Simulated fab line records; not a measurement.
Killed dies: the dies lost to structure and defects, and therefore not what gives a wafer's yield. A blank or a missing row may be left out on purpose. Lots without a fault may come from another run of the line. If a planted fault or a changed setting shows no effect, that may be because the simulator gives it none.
fab line records    flow sfq_line
[record] lots = 6  wafers = 18  last_day = 90
route steps=325 shown M6@255 I6@266 M7@281
lots that met no fault: from a run of the same line without faults
start_h: hours from the record's opening day to when the first of the lot's shown wafers began    wait_h: hours elapsed since this lot's preceding step    " same as the row above    L1.1+2: several wafers, shown together as one row    - no value, or no start was given    * or withheld: withheld    < > ~ a bound
route shown NAME@n: NAME is a module with steps in the file, n the number in the route of the first one    usual: mean and standard deviation over wafers with no fault    same: alike in all rows    chamber/n: place in a boat    sites: each site's reading    _std_site: how widely they spread, as a standard deviation    _edge_site: outer sites' mean less inner sites'    radius_mm: for every site, how far away it sits from the centre of the wafer    mask NAME#n: copy n    behind: the most recent tool/chamber to have shaped the wafer    hold: reason for holding the lot/hours on hold/outcome of the hold    device: names the non-switching transistor (n, p or np)    end of line: tests run on the same wafers once the route is complete    for a step that has no rows: nothing shown but its recipe    killed: dies lost to structure and defects at the first sort, not the wafer's yield    map: dies across one wafer; x = killed, . = not, _ = none there
set.NAME: the run value of the setting; set.NAME@STEP: its run value at that earlier step    model.NAME: the simulator's own value behind a step, which no gauge read
a table for each step, a row for each wafer; lots at some steps of the route
services: a tool's chamber out of use, with start hour (start_h, from the record's first day; less than 0 if before it), hours out, and reason
[[steps]]
[step SFQ_TRILAYER_M6_LITHO_COAT_164]
[recipe] resist = BARC  spin_rpm = 3000  resist_thk_nm = 62
[step SFQ_TRILAYER_M6_LITHO_COAT_159]
[recipe] resist = KrF  spin_rpm = 3000  resist_thk_nm = 600
[step SFQ_TRILAYER_M6_LITHO_SOFTBAKE_163]
[recipe] temp_c = withheld  time_s = withheld  resist = KrF
[step SFQ_TRILAYER_M6_LITHO_EXPOSE_160]
[recipe] mask_id = M6  na = 0.6  source_shape = conventional  sigma_outer = 0.65  target_cd_nm = 500  dose_mj = 14.29
[step SFQ_TRILAYER_M6_LITHO_PEB_162]
[recipe] peb_temp_c = 115  peb_time_s = 60  resist = KrF
[step SFQ_TRILAYER_M6_LITHO_DEVELOP_161]
[recipe] time_s = 60  resist = KrF
[step SFQ_M6_OVL_MEAS_940]
[usual] M6_OVL = 2/4.7
lot.wafer  tool        chamber  start_h  wait_h  M6_OVL[nm]
L853.1     overlay-02  -        1686.67  0.1     7
L853.2     "           -        "        "       10
L853.5     "           -        "        "       9
L860.1     overlay-01  -        1731.52  0.1     -2
L860.2     "           -        "        "       1
L860.3     "           -        "        "       2
L861.1     overlay-01  -        1755.64  0.1     13
L861.2     "           -        "        "       11
L861.5     "           -        "        "       10
L863.2     overlay-01  -        1764.05  0.1     5
L863.3     "           -        "        "       13
L863.6     "           -        "        "       9
L871.1     overlay-02  -        1846.52  0.1     7
L871.3     "           -        "        "       2
L871.6     "           -        "        "       8
L872.2     overlay-02  -        1847.72  0.1     5
L872.3     "           -        "        "       2
L872.6     "           -        "        "       1
[step SFQ_TRILAYER_M6_BARC_OPEN_METAL_ETCH_206]
[recipe] mask_material = PR  chemistry = O2  target_depth_nm = 125  target = BARC  icp_w = 587  bias_w = 80  pressure_mtorr = 10  time_s = 41.7
[step SFQ_TRILAYER_M6_ETCH_METAL_ETCH_162]
[recipe] target = Nb  stop_on = SiO2  mask_material = PR  chemistry = Cl2/Ar  target_depth_nm = 240  icp_w = 600  bias_w = 80  pressure_mtorr = 10  time_s = 120
[usual] drypump_motor_current_A = 6.1/0.3  oes_product_au = 0.896/0.0057
lot.wafer  tool          chamber  start_h  wait_h  drypump_motor_current_A  oes_product_au  rf_hours_counter_h
L853.1     rie_metal-01  0        1686.83  0.1     6.5                      0.891           47
L853.2     "             0        "        "       6.5                      0.895           -
L853.5     "             0        "        "       6.5                      0.893           -
L860.1     rie_metal-03  0        1731.61  0.0     6.1                      0.903           129
L860.2     "             1        "        "       6.0                      0.901           74
L860.3     "             0        "        "       6.1                      0.898           -
L861.1     rie_metal-02  0        1755.74  0.0     6.3                      0.900           39
L861.2     "             1        "        "       5.5                      0.903           43
L861.5     "             1        "        "       5.4                      0.905           -
L863.2     rie_metal-01  0        1764.14  0.0     6.4                      0.895           58
L863.3     "             0        "        "       6.5                      0.906           -
L863.6     "             1        "        "       5.9                      0.899           -
L871.1     rie_metal-01  1        1846.61  0.0     5.9                      0.895           20
L871.3     "             0        "        "       6.5                      0.894           -
L871.6     "             0        "        "       6.5                      0.902           -
L872.2     rie_metal-03  1        1847.81  0.0     6.0                      0.893           93
L872.3     "             1        "        "       6.0                      0.891           -
L872.6     "             1        "        "       6.0                      0.894           -
[step SFQ_TRILAYER_M6_STRIP_STRIP_163]
[recipe] gas = O2  power_w = 200  platen_temp_c = 40  overash_fraction = 0.65  chemistry = O2  pressure_mtorr = 50
[usual] drypump_motor_current_A = 6.06/0.3  oes_product_au = 1.000/0.0071
lot.wafer  tool          chamber  start_h  wait_h  drypump_motor_current_A  oes_product_au  rf_hours_counter_h
L853.1     rie_metal-01  0        1687.08  0.2     6.43                     0.987           47
L853.2     "             0        "        "       6.41                     0.998           -
L853.5     "             0        "        "       6.46                     1.000           -
L860.1     rie_metal-03  0        1731.74  0.1     6.11                     1.007           130
L860.2     "             1        "        "       6.01                     0.998           74
L860.3     "             0        "        "       6.08                     1.011           -
L861.1     rie_metal-02  0        1755.86  0.1     6.31                     0.998           39
L861.2     "             1        "        "       5.43                     1.003           43
L861.5     "             1        "        "       5.43                     0.992           -
L863.2     rie_metal-01  0        1764.26  0.1     6.47                     0.995           58
L863.3     "             0        "        "       6.47                     1.010           -
L863.6     "             1        "        "       5.93                     1.007           -
L871.1     rie_metal-01  1        1846.74  0.1     5.92                     1.006           20
L871.3     "             0        "        "       6.46                     0.992           -
L871.6     "             0        "        "       6.46                     1.000           -
L872.2     rie_metal-03  1        1847.94  0.1     6.03                     0.996           94
L872.3     "             1        "        "       6.01                     0.994           -
L872.6     "             1        "        "       6.01                     0.997           -
[step SFQ_TRILAYER_M6_STRIP_SOLV_CLEAN_164]
[recipe] chemistry = NMP  temp_c = 70  time_s = 600
[step SFQ_TRILAYER_I6_DEP_PECVD_165]
[recipe] material = SiO2  temp_c = 150  time_s = 111.11  pressure_torr = 2.4  rf_w = 183.3  precursor = SiH4/N2O  target_thk_nm = 500
[usual] chamber_pressure_Torr = 2.400/0.0055  heater_power_outer_w = 27/9.8  heater_power_w = 79/18  throttle_valve_pct = 24.1/1.2
lot.wafer  tool      chamber  start_h  wait_h  chamber_pressure_Torr  heater_power_outer_w  heater_power_w  throttle_valve_pct
L853.1     pecvd-04  2        1688.45  0.0     2.390                  39                    97              22.6
L853.2     "         1        "        "       2.404                  30                    84              24.9
L853.5     "         1        "        "       2.406                  31                    84              24.9
L860.1     pecvd-01  0        1732.72  0.0     -                      -                     -               -
L860.2     "         1        "        "       -                      -                     -               -
L860.3     "         2        "        "       -                      -                     -               -
L861.1     pecvd-01  1        1756.64  0.0     -                      -                     -               -
L861.2     "         2        "        "       -                      -                     -               -
L861.5     "         0        "        "       -                      -                     -               -
L863.2     pecvd-01  1        1765.04  0.0     2.405                  31                    82              24.1
L863.3     "         0        "        "       2.402                  40                    113             22.4
L863.6     "         1        "        "       2.399                  32                    84              24.2
L871.1     pecvd-01  0        1847.51  0.0     2.407                  33                    100             22.5
L871.3     "         1        "        "       2.395                  36                    85              24.2
L871.6     "         0        "        "       2.408                  36                    108             22.8
L872.2     pecvd-04  0        1848.71  0.0     2.406                  19                    57              24.1
L872.3     "         0        "        "       2.399                  19                    57              24.0
L872.6     "         2        "        "       2.397                  38                    96              23.0
[step SFQ_TRILAYER_I6_CMP_CMP_166]
[recipe] material = SiO2  down_force_psi = 3  platen_rpm = 60  pad_velocity_m_s = 0.94248
[usual] edge_zone_pressure_frac = 1.000/0.0051  motor_current_A = 9.9/1.3  time_to_endpoint_s = 217/6.3
lot.wafer  tool    chamber  start_h  wait_h  edge_zone_pressure_frac  motor_current_A  time_to_endpoint_s
L853.1     cmp-02  0        1688.53  0.0     0.999                    10.9             214
L853.2     "       2        1689.53  1.0     1.002                    11.3             217
L853.5     "       0        1690.53  2.0     1.002                    10.6             222
L860.1     cmp-01  3        1732.80  0.0     1.000                    8.5              -
L860.3     "       1        1733.80  1.0     1.004                    9.7              -
L860.2     "       2        "        "       0.994                    12.6             -
L861.2     cmp-01  1        1759.10  2.4     0.995                    9.2              -
L861.1     "       2        "        "       1.013                    11.7             -
L861.5     "       3        "        "       1.001                    8.3              -
L863.2     cmp-02  1        1766.12  1.0     0.992                    10.5             212
L863.3     "       2        "        "       0.999                    12.1             212
L863.6     "       3        "        "       1.007                    8.5              223
L871.1     cmp-01  3        1852.93  5.4     1.008                    8.2              208
L871.3     "       0        "        "       1.012                    8.0              212
L871.6     "       3        1854.93  7.3     1.004                    8.4              210
L872.3     cmp-02  1        1853.69  4.9     0.994                    10.5             218
L872.2     "       2        "        "       0.990                    12.1             217
L872.6     "       0        1855.19  6.4     1.002                    10.3             223
[step SFQ_I6_BOW_MEAS_941]
[recipe] mode = bow
[usual] I6_BOW = 7/9.3
lot.wafer  tool           chamber  start_h  wait_h  I6_BOW[um]
L853.1     film_metro-01  -        1691.53  2.5     3
L853.2     "              -        "        "       14
L853.5     "              -        "        "       14
L860.1     film_metro-03  -        1735.80  2.5     23
L860.2     "              -        "        "       21
L860.3     "              -        "        "       27
L861.1     film_metro-04  -        1761.10  1.0     -2
L861.2     "              -        "        "       3
L861.5     "              -        "        "       -1
L863.2     film_metro-04  -        1768.14  1.5     11
L863.3     "              -        "        "       5
L863.6     "              -        "        "       20
L871.1     film_metro-01  -        1855.43  2.0     5
L871.3     "              -        "        "       -4
L871.6     "              -        "        "       -13
L872.2     film_metro-04  -        1856.21  1.5     5
L872.3     "              -        "        "       5
L872.6     "              -        "        "       5
[step SFQ_TRILAYER_I6_METRO_MEASURE_167]
lot.wafer   tool           chamber  start_h  wait_h
L853.1+2+5  film_metro-01  -        1691.65  0.1
L860.1+2+3  film_metro-03  -        1735.92  0.1
L861.1+2+5  film_metro-04  -        1761.22  0.1
L863.2+3+6  film_metro-04  -        1768.44  0.3
L871.1+3+6  film_metro-01  -        1855.55  0.1
L872.2+3+6  film_metro-04  -        1856.51  0.3
[step SFQ_TRILAYER_I6_VIA_LITHO_COAT_174]
[recipe] resist = BARC  spin_rpm = 3000  resist_thk_nm = 62
[step SFQ_TRILAYER_I6_VIA_LITHO_COAT_169]
[recipe] resist = KrF  spin_rpm = 3000  resist_thk_nm = 650
[step SFQ_TRILAYER_I6_VIA_LITHO_SOFTBAKE_173]
[recipe] temp_c = withheld  time_s = withheld  resist = KrF
[step SFQ_TRILAYER_I6_VIA_LITHO_EXPOSE_170]
[recipe] mask_id = I6  na = 0.6  source_shape = conventional  sigma_outer = 0.65  target_cd_nm = 700  dose_mj = 21.3
[step SFQ_TRILAYER_I6_VIA_LITHO_PEB_172]
[recipe] peb_temp_c = 115  peb_time_s = 60  resist = KrF
[step SFQ_TRILAYER_I6_VIA_LITHO_DEVELOP_171]
[recipe] time_s = 60  resist = KrF
[step SFQ_I6_OVL_MEAS_942]
[usual] I6_OVL = 0/6
lot.wafer  tool        chamber  start_h  wait_h  I6_OVL[nm]
L853.1     overlay-02  -        1798.52  0.1     -13
L853.2     "           -        "        "       -9
L853.5     "           -        "        "       -8
L860.1     overlay-02  -        1842.92  0.1     1
L860.2     "           -        "        "       -4
L860.3     "           -        "        "       1
L861.1     overlay-02  -        1868.40  0.1     0
L861.2     "           -        "        "       -3
L861.5     "           -        "        "       -2
L863.2     overlay-02  -        1875.60  0.1     1
L863.3     "           -        "        "       9
L863.6     "           -        "        "       0
L871.1     overlay-01  -        1955.73  0.1     -5
L871.3     "           -        "        "       2
L871.6     "           -        "        "       0
L872.2     overlay-02  -        1956.93  0.1     -1
L872.3     "           -        "        "       2
L872.6     "           -        "        "       1
[step SFQ_TRILAYER_I6_VIA_BARC_OPEN_VIA_ETCH_235]
[recipe] mask_material = PR  chemistry = O2  target_depth_nm = 125  target = BARC  source_w = 500  bias_w = 80  pressure_mtorr = 30  time_s = 41.7
[usual] drypump_motor_current_A = 5.6/0.44  oes_product_au = 0.685/0.0046
lot.wafer  tool         chamber  start_h  wait_h  drypump_motor_current_A  oes_product_au  rf_hours_counter_h
L853.1     rie_diel-04  3        1798.55  0.0     5.7                      0.677           20
L853.2     "            2        "        "       5.0                      0.691           16
L853.5     "            0        "        "       5.0                      0.681           -
L860.1     rie_diel-01  0        1842.95  0.0     5.4                      0.675           9
L860.2     "            2        "        "       6.3                      0.683           1
L860.3     "            3        "        "       5.9                      0.677           10
L861.1     rie_diel-02  0        1868.43  0.0     5.1                      0.682           21
L861.2     "            3        "        "       5.5                      0.680           21
L861.5     "            3        "        "       5.4                      0.686           -
L863.2     rie_diel-02  3        1875.63  0.0     5.5                      0.682           21
L863.3     "            1        "        "       6.0                      0.685           21
L863.6     "            1        "        "       6.0                      0.679           -
L871.1     rie_diel-04  3        1955.76  0.0     5.7                      0.693           1
L871.3     "            1        "        "       6.0                      0.684           2
L871.6     "            2        "        "       5.0                      0.689           -
L872.2     rie_diel-02  2        1956.96  0.0     6.1                      0.689           1
L872.3     "            2        "        "       6.1                      0.689           -
L872.6     "            3        "        "       5.4                      0.681           -
[step SFQ_TRILAYER_I6_VIA_ETCH_VIA_ETCH_172]
[recipe] target = SiO2  stop_on = Nb  mask_material = PR  taper_deg = 20  chemistry = CHF3  target_depth_nm = 260  source_w = 500  bias_w = 80  pressure_mtorr = 30  time_s = withheld
[usual] drypump_motor_current_A = 5.6/0.43  oes_product_au = 0.855/0.0048
lot.wafer  tool         chamber  start_h  wait_h  drypump_motor_current_A  oes_product_au  model.etch.depth_nm
L853.1     rie_diel-04  3        1798.59  0.0     5.7                      0.861           200.5
L853.2     "            2        "        "       5.0                      0.855           201.3
L853.5     "            0        "        "       5.0                      0.859           201.2
L860.1     rie_diel-01  0        1842.99  0.0     5.5                      0.378           0
L860.2     "            2        "        "       6.3                      0.370           0
L860.3     "            3        "        "       5.9                      0.371           0
L861.1     rie_diel-02  0        1868.47  0.0     5.1                      0.383           0
L861.2     "            3        "        "       5.5                      0.372           0
L861.5     "            3        "        "       5.4                      0.377           0
L863.2     rie_diel-02  3        1875.67  0.0     5.4                      0.857           200.7
L863.3     "            1        "        "       6.0                      0.853           200.8
L863.6     "            1        "        "       6.0                      0.852           200.7
L871.1     rie_diel-04  3        1955.80  0.0     5.7                      0.857           200.2
L871.3     "            1        "        "       6.0                      0.854           198.8
L871.6     "            2        "        "       5.0                      0.854           199.9
L872.2     rie_diel-02  2        1957.02  0.0     6.1                      0.857           200.1
L872.3     "            2        "        "       6.1                      0.846           199.5
L872.6     "            3        "        "       5.4                      0.855           201.1
[step SFQ_TRILAYER_I6_VIA_STRIP_STRIP_173]
[recipe] gas = O2  power_w = 200  platen_temp_c = 40  overash_fraction = 0.65  chemistry = O2  pressure_mtorr = 50
[step SFQ_TRILAYER_I6_VIA_STRIP_SOLV_CLEAN_174]
[recipe] chemistry = NMP  temp_c = 70  time_s = 600
[step SFQ_TRILAYER_M7_DEP_PRE_CLEAN_176]
[recipe] gas = Ar  time_s = 22.5  bias_v = 250
[step SFQ_TRILAYER_M7_DEP_SPUTTER_175]
[recipe] material = Nb  base_pressure_pa = 1.33e-06  chamber_pressure_pa = 0.1333  substrate_temp_c = 20  target_thk_nm = 200  power_w = 2000  time_s = 133.3
[usual] throttle_valve_pct = 30.0/1.1
lot.wafer  tool            chamber  start_h  wait_h  throttle_valve_pct
L853.1     pvd_sputter-06  -        1799.54  0.0     28.9
L853.2     "               -        "        "       30.4
L853.5     "               -        "        "       28.9
L860.1     pvd_sputter-03  -        1843.91  0.0     30.5
L860.2     "               -        "        "       27.8
L860.3     "               -        "        "       30.6
L861.1     pvd_sputter-03  -        1869.39  0.0     31.6
L861.2     "               -        "        "       30.2
L861.5     "               -        "        "       30.2
L863.2     pvd_sputter-03  -        1876.59  0.0     27.8
L863.3     "               -        "        "       31.6
L863.6     "               -        "        "       31.7
L871.1     pvd_sputter-06  -        1956.72  0.0     29.4
L871.3     "               -        "        "       30.0
L871.6     "               -        "        "       30.2
L872.2     pvd_sputter-03  -        1958.00  0.0     27.7
L872.3     "               -        "        "       30.2
L872.6     "               -        "        "       30.5
[step SFQ_M7_RS_MEAS_943]
[recipe] thk_meas_gauge = four-point-probe  reads = Nb_of_TRILAYER_M7_DEP_SPUTTER_175
[usual] M7_NB_RS = 0.890/0.0092
lot.wafer  tool           chamber  start_h  wait_h  M7_NB_RS[ohm/sq]
L853.1     film_metro-01  -        1799.72  0.1     0.889
L853.2     "              -        "        "       0.892
L853.5     "              -        "        "       0.895
L860.1     film_metro-02  -        1844.00  0.0     0.888
L860.2     "              -        "        "       0.884
L860.3     "              -        "        "       0.900
L861.1     film_metro-01  -        1869.48  0.0     0.890
L861.2     "              -        "        "       0.884
L861.5     "              -        "        "       0.886
L863.2     film_metro-01  -        1876.70  0.1     0.872
L863.3     "              -        "        "       0.880
L863.6     "              -        "        "       0.881
L871.1     film_metro-04  -        1956.81  0.0     0.895
L871.3     "              -        "        "       0.893
L871.6     "              -        "        "       0.886
L872.2     film_metro-01  -        1958.11  0.1     0.876
L872.3     "              -        "        "       0.881
L872.6     "              -        "        "       0.880
[step SFQ_TRILAYER_M7_LITHO_COAT_182]
[recipe] resist = BARC  spin_rpm = 2956  resist_thk_nm = 62
[step SFQ_TRILAYER_M7_LITHO_COAT_177]
[recipe] resist = KrF  spin_rpm = 3000  resist_thk_nm = 600
[step SFQ_TRILAYER_M7_LITHO_SOFTBAKE_181]
[recipe] temp_c = withheld  time_s = withheld  resist = KrF
[step SFQ_TRILAYER_M7_LITHO_EXPOSE_178]
[recipe] mask_id = M7  na = 0.6  source_shape = conventional  sigma_outer = 0.65  target_cd_nm = 500  dose_mj = 14.4
[usual] exposure_dose_mJ_cm2 = 14.404/0.014  focus_offset_nm = 0.1/0.51
lot.wafer  tool            chamber  start_h  wait_h  mask  exposure_dose_mJ_cm2  focus_offset_nm
L853.1     krf_scanner-02  0        1899.30  -       M7#0  14.404                0.3
L853.2     "               0        "        "       M7#0  14.400                0.3
L853.5     "               0        "        "       M7#0  14.393                0.1
L860.1     krf_scanner-01  -        1939.02  -       M7#0  -                     -
L860.2     "               -        "        "       M7#0  -                     -
L860.3     "               -        "        "       M7#0  -                     -
L861.1     krf_scanner-01  -        1972.23  -       M7#0  -                     -
L861.2     "               -        "        "       M7#0  -                     -
L861.5     "               -        "        "       M7#0  -                     -
L863.2     krf_scanner-01  0        1982.03  -       M7#0  14.394                0.2
L863.3     "               0        "        "       M7#0  14.382                0.2
L863.6     "               0        "        "       M7#0  14.396                -0.2
L871.1     krf_scanner-02  0        2059.42  -       M7#0  14.413                -1.0
L871.3     "               0        "        "       M7#0  14.407                0.1
L871.6     "               0        "        "       M7#0  14.411                -0.5
L872.2     krf_scanner-02  0        2060.82  -       M7#0  14.416                0.1
L872.3     "               0        "        "       M7#0  14.409                0.3
L872.6     "               0        "        "       M7#0  14.420                0.0
[step SFQ_TRILAYER_M7_LITHO_PEB_180]
[recipe] peb_temp_c = 115  peb_time_s = 60  resist = KrF
[[services]]
tool            chamber  start_h  hours  kind
pecvd-01        1        1667.70  5.8    repair
rie_diel-02     1        1672.52  4.1    repair
rie_metal-03    -        1677.87  1.1    repair
pecvd-01        -        1685.17  14.6   pm
rie_diel-02     1        1695.13  1.4    repair
pecvd-01        -        1699.77  14.0   pm
rie_metal-03    0        1702.70  10.2   repair
rie_diel-04     2        1716.60  2.8    repair
pvd_sputter-03  -        1740.67  0.6    repair
rie_metal-03    -        1745.96  0.5    repair
rie_diel-04     2        1752.74  6.6    repair
rie_diel-02     1        1755.02  10.2   repair
pecvd-01        0        1771.56  14.3   repair
pvd_sputter-03  -        1771.86  4.6    repair
pvd_sputter-03  -        1780.50  1.2    repair
rie_diel-02     -        1787.08  2.8    pm
rie_diel-02     0        1941.64  8.5    repair
rie_diel-02     1        1953.35  4.9    repair
rie_diel-02     0        1953.53  16.2   repair
rie_diel-02     0        2005.07  12.8   repair
rie_diel-02     2        2006.78  2.9    repair
rie_diel-02     -        2022.15  0.9    repair
rie_metal-01    -        2030.23  4.2    repair
rie_diel-02     0        2043.22  4.0    repair
[[key]]
[first_sign] step = SFQ_TRILAYER_I6_DEP_PECVD_165  reading = tool_record  direction = missing
[effect] step = SFQ_TRILAYER_I6_VIA_ETCH_VIA_ETCH_172  reading = oes_product_au  direction = down  sigmas = 99+  usual = 0.855  struck = 0.375
[effect] step = SFQ_TRILAYER_M7_LITHO_EXPOSE_178  reading = tool_record  direction = missing
[model_effect] step = SFQ_TRILAYER_I6_VIA_ETCH_VIA_ETCH_172  value = etch.depth_nm  without = 200.8  struck = 0
met_at SFQ_TRILAYER_I6_DEP_PECVD_165
struck_wafers L860.1,L860.2,L860.3,L861.1,L861.2,L861.5
[fault] kind = skipped_step_whole  tool = pecvd-01  chamber = -  onset_h = 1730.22  steps = SFQ_TRILAYER_I6_DEP_PECVD_165  scope = struck_lots_only
